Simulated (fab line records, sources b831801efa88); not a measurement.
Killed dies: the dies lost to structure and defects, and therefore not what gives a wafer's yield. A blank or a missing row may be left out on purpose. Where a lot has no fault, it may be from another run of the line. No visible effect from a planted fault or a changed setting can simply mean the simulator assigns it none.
Struck lot and sound lot, side by side | flow sky130 | 35 out of 708 route steps
Sound: wafers L557.1, L557.2, L557.4. Struck: wafers L573.4, L573.5. (L573.1 of the same lot was not struck and is left out.) The cause comes at the end.
Each step with rows lists, per side, the tool, then ch with its chambers, then its first start. Under that, the readings that differ: sound wafers | struck wafers | difference of the means | sigmas: that difference in standard deviations of wafers without a fault.
alike: words and numbers the same on both sides, and readings whose means are apart by under 2 such deviations; not compared: readings that were withheld, readings missing a value for some wafer, numbers with overlapping values and no deviation given by the record, and bounds like >300 which may hide the same value.
Wherever a step has rows on one side only, a row that says differs or no value, or a row with sigmas, the two part there. When numbers do not overlap yet have no deviation, they are printed without sigmas and do not part them. A reading missing from all wafers of one side parts the sides only when that side holds two or more wafers.

first, 10 steps without rows for these wafers: SKY_METAL1_HMDS_08 (prime time 60 s); SKY_METAL1_COAT_09 (resist thk 60 nm); SKY_METAL1_COAT_10 (resist thk 450 nm); SKY_METAL1_SOFTBAKE_11 (time 90 s); SKY_METAL1_EXPOSE_12 (exposes mask MM1, target cd 140 nm); SKY_METAL1_PEB_13; SKY_METAL1_DEVELOP_14 (develop time 60 s); SKY_METAL1_DESCUM_17 (chemistry O2, time 8 s); SKY_METAL1_ETCH_18 (etches BARC in N2/H2, stops on SiO2, time 45.9 s, target depth 60 nm); SKY_METAL1_METAL_ETCH_19 (etches the open film in Cl2/BCl3, stops on SiO2, target depth 360 nm, time 78 s).
SKY_METAL1_STRIP_20: strips in O2/N2.
  sound on plasma asher-01 ch 0,1, day 33 04:09; struck on plasma asher-02 ch 1, day 37 22:36
  reading                     | sound          | struck    | difference | sigmas
  drypump motor current A (A) | 5.08 5.02 5.03 | 5.66 5.67 | +0.62      | +2
  alike: n2 flow sccm, o2 flow sccm, oes product au, strip time to endpoint s
  not compared: rf hours counter h
then, 23 steps without rows for these wafers: SKY_METAL1_STRIP_21 (strips in post etch residue remover, time 1200 s); SKY_METAL1_CLEAN_22 (cleans in IPA, time 180 s); SKY_METAL1_CLEAN_23 (cleans in O3/DIW); SKY_VIA1_HDPCVD_00 (deposits SiO2, target thk 1030 nm, time 171.7 s); SKY_VIA1_CMP_02 (polishes SiO2); SKY_VIA1_DEHYDRATE_04 (time 60 s); SKY_VIA1_HMDS_05 (prime time 60 s); SKY_VIA1_COAT_06 (resist thk 60 nm); SKY_VIA1_COAT_07 (resist thk 450 nm); SKY_VIA1_SOFTBAKE_08 (time 90 s); SKY_VIA1_EXPOSE_09 (exposes mask VIM, target cd 150 nm); SKY_VIA1_PEB_10; SKY_VIA1_DEVELOP_11 (develop time 60 s); SKY_VIA1_ETCH_14 (etches BARC in N2/H2, stops on SiO2, time 45.9 s, target depth 60 nm); SKY_VIA1_ETCH_15 (etches SiO2 in C4F8/O2/Ar, stops on TiN, target depth 351 nm, time 54 s); SKY_VIA1_STRIP_16 (strips in O2/N2); SKY_VIA1_STRIP_17 (strips in post etch residue remover, time 1200 s); SKY_VIA1_CLEAN_18 (cleans in IPA, time 180 s); SKY_VIA1_CLEAN_19 (cleans in O3/DIW); SKY_VIA1_SPUTTER_20 (material TiN, target thk 20 nm, time 80 s); SKY_VIA1_CVD_21 (deposits W, target thk 270 nm, time 80.902 s); SKY_VIA1_CMP_24 (polishes, stops on SiO2, t overpolish 15 s, target thk 0 nm); SKY_METAL2_SPUTTER_00 (material Ti, target thk 15 nm, time 10 s).
-- the record jumps here: 12 days lie between the struck wafers' starts before and after (it left off in module METAL2 and takes up again in module PAD_OPEN, whose first step shown is number 708 of the route) --
SKY_PAD_OPEN_PROBE_99:
  sound: prober-01 at day 46 01:17; struck: prober-01 at day 49 14:23
  reading                               | sound             | struck      | difference | sigmas
  defect limited yield (%)              | 83.5 80.9 82.7    | 74.8 73.0   | -8.5       | -4
  killed_at_M0_to_M3                    | 33 52 39          | 89 91       | +49        | +7
  killed dies                           | 81 94 85          | 124 133     | +42        | +4
  killed on rim                         | 14 18 17          | 32 31       | +15        | +4
  sort_bin_3_pad_short (%)              | 0.8 0.8 0.8       | 4.1 3.5     | +3.0       | +7
  sort_bin_5_function (%)               | 8.9 11.8 7.3      | 14.2 16.7   | +6.1       | +4
  sort n pass                           | 411 398 407       | 368 359     | -42        | -4
  sort yield pct (%)                    | 83.5 80.9 82.7    | 74.8 73.0   | -8.5       | -4
  model.etest.tester.sort n pass        | 411 398 407       | 368 359     | -42        |
  model.etest.tester.sort yield pct (%) | 83.54 80.89 82.72 | 74.8 72.97  | -8.5       |
  model.etest.tester.sort_bin_5_pct (%) | 8.943 11.79 7.317 | 14.23 16.67 | +6.10      |
  model.etest.tester.sort_bin_3_pct (%) | 0.813 0.813 0.813 | 4.065 3.455 | +2.947     |
  alike: killed_at_M4_up, killed at contacts, killed at front end, killed at other, killed open, killed short, sort_bin_6_memory

WHERE THEY PART
At SKY_METAL1_STRIP_20 first; at SKY_PAD_OPEN_PROBE_99 last (within this record only).

WHY: what had been put in by the simulator
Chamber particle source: plasma asher-02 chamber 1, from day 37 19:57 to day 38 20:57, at SKY_METAL1_STRIP_20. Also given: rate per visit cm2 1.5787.
